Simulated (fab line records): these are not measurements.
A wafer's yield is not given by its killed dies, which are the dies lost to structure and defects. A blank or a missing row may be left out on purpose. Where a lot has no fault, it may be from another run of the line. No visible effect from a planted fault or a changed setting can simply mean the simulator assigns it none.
One fault through the eyes of 2 desks ; flow sky130 ; what lay behind the numbers comes last; until then each desk has only its own

== TOOL OWNER'S DESK, pecvd-04 ==
The tool's own readings at SKY_CONTACT_CVD_00 (deposits Si3N4, target thk 75 nm): means of the sampled wafers that have a number, for each lot that ran on this tool. If a lot's mean is further than 4 standard deviations from the usual mean, the lot is out of limits and carries the mark OUT (the distance appears in the brackets).
Columns: A = heater power w at SKY_CONTACT_CVD_00, usual 696 W
lot;first seen here;A
L487;day 30 12:44;637
L488;day 31 07:25;742
L490;day 31 18:00;765
L495;day 33 09:53;678
L505;day 36 15:09;713
L508;day 37 17:16;772
Result from this desk: across the 6 lots, nothing is out of limits.

== THE METROLOGY DESK ==
What the gauges read, lot by lot, whatever tool the lot ran on: means of the sampled wafers that have a number. If a lot's mean is further than 4 standard deviations from the usual mean, the lot is out of limits and carries the mark OUT (the distance appears in the brackets).
Columns: A = LDD_LDN_OVL at SKY_LDD_LDN_OVL_MEAS_07, usual 0.7 nm; B = CONTACT_CVD_00_THK at SKY_CONTACT_THK_MEAS_01, usual 74.8 nm; C = cd nm at SKY_METAL1_CD_MEAS_15, usual 139.4 nm
lot;first seen here;A;B;C
L487;day 22 23:25;1.8;75.1;138.6
L488;day 23 17:46;0.2;75.1;138.5
L490;day 24 07:16;1.1;62.8 (-13) OUT;139.2
L495;day 26 04:20;0.2;56.5 (-20) OUT;141.1
L499;day 27 12:13;0.8;74.9;139.9
L502;day 28 09:25;0.8;75.1;139.0
L503;day 28 23:29;0.1;74.8;141.6
L504;day 29 05:51;2.7;74.3;140.2
L505;day 29 15:19;-1.1;73.9;138.5
L506;day 29 21:27;2.7;75.5;139.1
L508;day 30 16:43;-0.3;75.5;141.6
L509;day 31 01:18;0.8;74.9;137.8
This desk reports L490, L495 out of limits; the earliest was L490 at day 31 18:02 (CONTACT_CVD_00_THK at SKY_CONTACT_THK_MEAS_01). L487, L488, L499, L502, L503, L504, L505, L506, L508, L509 stayed within limits.

== PUT TOGETHER ==
On L490, L495, the metrology desk was in a position to raise an alarm at day 31 18:02.
The desk of the tool owner found nothing out of limits.
On record at the tool owner's desk: L490, L495, within its limits.
SKY_CONTACT_CVD_00 was run on pecvd-04 by each of the lots named.

== WHAT HAD BEEN PUT IN BY THE SIMULATOR ==
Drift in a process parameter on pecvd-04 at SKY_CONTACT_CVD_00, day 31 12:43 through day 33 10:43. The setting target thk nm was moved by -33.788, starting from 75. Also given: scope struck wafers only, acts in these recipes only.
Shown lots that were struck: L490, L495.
Time in hours between the start of the fault and the first out-of-limits reading at each desk: metrology desk, 5.
